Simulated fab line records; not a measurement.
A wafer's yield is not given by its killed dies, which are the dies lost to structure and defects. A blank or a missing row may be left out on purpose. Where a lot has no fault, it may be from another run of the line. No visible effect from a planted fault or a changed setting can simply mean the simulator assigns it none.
One fault through the eyes of 2 desks    flow sky130    numbers are kept per desk, each desk with only its own; the story behind them comes last

== AT THE TOOL OWNER'S DESK: implanter-01 ==
The tool's own readings at SKY_LDD_LDN_IMPLANT_10: means of the sampled wafers that have a number, for each lot that ran on this tool. Marked OUT: a lot whose mean sits more than 4 standard deviations from the usual mean, which makes it out of limits; the brackets give that distance.
Columns: A = beam_energy_keV at SKY_LDD_LDN_IMPLANT_10, usual 15.000
lot   first seen here  A
L744  day 26 18:46     15.002
L749  day 28 07:17     14.316 (-99 or more) OUT
L750  day 28 16:23     14.317 (-99 or more) OUT
This desk finds L749, L750 out of limits, L749 being first, at day 28 07:17 (beam_energy_keV at SKY_LDD_LDN_IMPLANT_10). In limits: L744.

== THE METROLOGY DESK ==
What the gauges read, lot by lot, whatever tool the lot ran on: means of the sampled wafers that have a number. Marked OUT: a lot whose mean sits more than 4 standard deviations from the usual mean, which makes it out of limits; the brackets give that distance.
Columns: A = LDD_HVP_TW at SKY_LDD_HVP_TW_MEAS_10, usual 457.6; B = LDD_LDN_OVL at SKY_LDD_LDN_OVL_MEAS_07, usual -0.1 nm
lot   first seen here  A      B
L742  day 24 22:45     459.8  1.0
L744  day 25 13:21     455.6  -2.3
L748  day 26 21:46     457.4  0.5
L749  day 27 01:23     456.9  -1.9
L750  day 27 10:25     454.9  -0.6
L757  day 29 16:22     456.8  -1.3
Result from this desk: across the 6 lots, nothing is out of limits.

== PUT TOGETHER ==
The tool owner's desk could have raised an alarm at day 28 07:17, on L749, L750.
The metrology desk saw nothing out of limits.
The metrology desk holds a record of L749, L750, inside its limits.
Of the lots named, all ran SKY_LDD_LDN_IMPLANT_10 on implanter-01.

== WHAT THE SIMULATOR PUT IN ==
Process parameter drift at SKY_LDD_LDN_IMPLANT_10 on implanter-01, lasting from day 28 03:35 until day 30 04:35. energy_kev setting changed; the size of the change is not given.
Shown lots that were struck: L749, L750.
Each desk's first reading out of limits, in hours after the fault started: the tool owner's desk, 4.
